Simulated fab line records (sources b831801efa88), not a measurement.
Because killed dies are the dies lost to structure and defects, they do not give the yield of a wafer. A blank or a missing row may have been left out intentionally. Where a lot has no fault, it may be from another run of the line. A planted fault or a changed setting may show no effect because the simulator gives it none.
8D (eight disciplines) problem report, filled in by code | flow sky130 | the parts of the form that need people (team, actions taken, sign-off) are left out

## 1. THE ISSUE
A mean of 0.918 a.u. is read at SKY_VIA2_ETCH_15 for oes-product-au, taken on 1 wafer of 1 lot, against 0.940 a.u. (standard deviation 0.0048) on wafers free of any fault. Measured from the usual mean, that is -4.6 standard deviations.
The step: etches SiO2 in C4F8/O2/Ar, stops on TiN, target depth 546 nm, time 84 s.
Seen first at day 40 21:27 on rie-diel-01, wafer L724.4. The record has a number at this step for 39 wafers belonging to 13 lots. The rule behind "out" and "out of limits": a value lying over 4 standard deviations away from the usual mean. Any other wafer with a number is counted as sound.

## 2. WHAT IT IS, AND WHAT IT ISN'T
question                    | is                | is not
which readings at this step | oes-product-au    | -
which lots                  | L724              | L713, L714, L715, L716, L717, L719, L720, L721, L723, L726, L728, L731
which wafers of those lots  | L724.4            | L724.2, L724.5
read on which tools         | rie-diel-01       | rie-diel-03, rie-diel-04
when                        | from day 40 21:27 | up to then (29 sound wafers); but 9 sound wafers of L726, L728, L731 came after

## 3. SUSPECTS, AND WHAT RULES EACH OUT
Counting: a tool at a process step up to the reading stays a suspect if it ran every lot that is out. Sound lots after the first of them don't rule it out here, since some wafers of a struck lot are sound.
- cmp-01 at SKY_VIA2_CMP_02 (polishes SiO2): kept. It processed L724, the lot that is out, at day 39 20:49, and its most recent sound lot before then was L723 at day 39 03:59.
- rie-diel-01 at SKY_VIA2_ETCH_14 (etches BARC in N2/H2, stops on SiO2, time 45.9 s, target depth 60 nm): kept. It processed L724, the lot that is out, at day 40 21:25, and its most recent sound lot before then was L723 at day 40 03:52.
- rie-diel-01 at SKY_VIA2_ETCH_15 (etches SiO2 in C4F8/O2/Ar, stops on TiN, target depth 546 nm, time 84 s): kept. It processed L724, the lot that is out, at day 40 21:27, and its most recent sound lot before then was L723 at day 40 03:55. Its own oes-product-au readings are out on those wafers.
- Within cmp-01 at SKY_VIA2_CMP_02: the wafers that are out ran in chamber 1; their sound lot-mates ran in chambers 2, 3.
- Within rie-diel-01 at SKY_VIA2_ETCH_14: the wafers that are out ran in chamber 0; their sound lot-mates ran in chambers 1, 3.
- Within rie-diel-01 at SKY_VIA2_ETCH_15: the wafers that are out ran in chamber 0; their sound lot-mates ran in chambers 1, 3.
The count leaves cmp-01 at SKY_VIA2_CMP_02, rie-diel-01 at SKY_VIA2_ETCH_14, and rie-diel-01 at SKY_VIA2_ETCH_15.

## 4. THE CAUSE (what the simulator had put in)
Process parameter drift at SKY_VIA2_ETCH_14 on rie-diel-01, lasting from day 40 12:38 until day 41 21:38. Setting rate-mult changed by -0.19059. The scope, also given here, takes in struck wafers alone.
Counting left 3 suspects, and this tool is among them.

## 5. SEQUENCE OF EFFECTS, ordered by route
Rows list readings where the struck wafers' mean (over those with a number) sits beyond 3 standard deviations from the usual. Only readings whose record carries a usual standard deviation are examined. hours: median over the lots of the time between each lot's start at the first step of this table that gives one and its start at this step. sigmas: the change, counted in usual standard deviations.
hours | step              | reading                  | usual      | on struck wafers | change | sigmas
0     | SKY_VIA2_ETCH_15  | oes-product-au           | 0.940 a.u. | 0.918            | -0.022 | -4.6
0     | SKY_VIA2_STRIP_16 | strip-time-to-endpoint-s | 4.054 s    | 4.158            | +0.104 | +3.7
Its process steps:
- SKY_VIA2_ETCH_15: etches SiO2 in C4F8/O2/Ar, stops on TiN, target depth 546 nm, time 84 s.
- SKY_VIA2_STRIP_16: strips in O2/N2.
Later steps that measure or inspect, where all struck wafers having a row at the step show a number for every such reading and not one has moved that far: SKY_VIA2_RS_MEAS_22, SKY_CAPM_OVL_MEAS_12.

## 6. HOW IT WOULD HAVE BEEN CAUGHT EARLIER
In this record the first reading out of limits was taken at day 40 21:27, 9 hours after the fault began at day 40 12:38.
No tool reading at SKY_VIA2_ETCH_14 that has a usual standard deviation in the record was out on any struck wafer, so an alarm limit of 4 standard deviations on those readings would not have fired.
Lots out: 1; all had begun SKY_VIA2_ETCH_14 on rie-diel-01 by day 40 21:27. Holding the tool at that point would not have protected any of them.
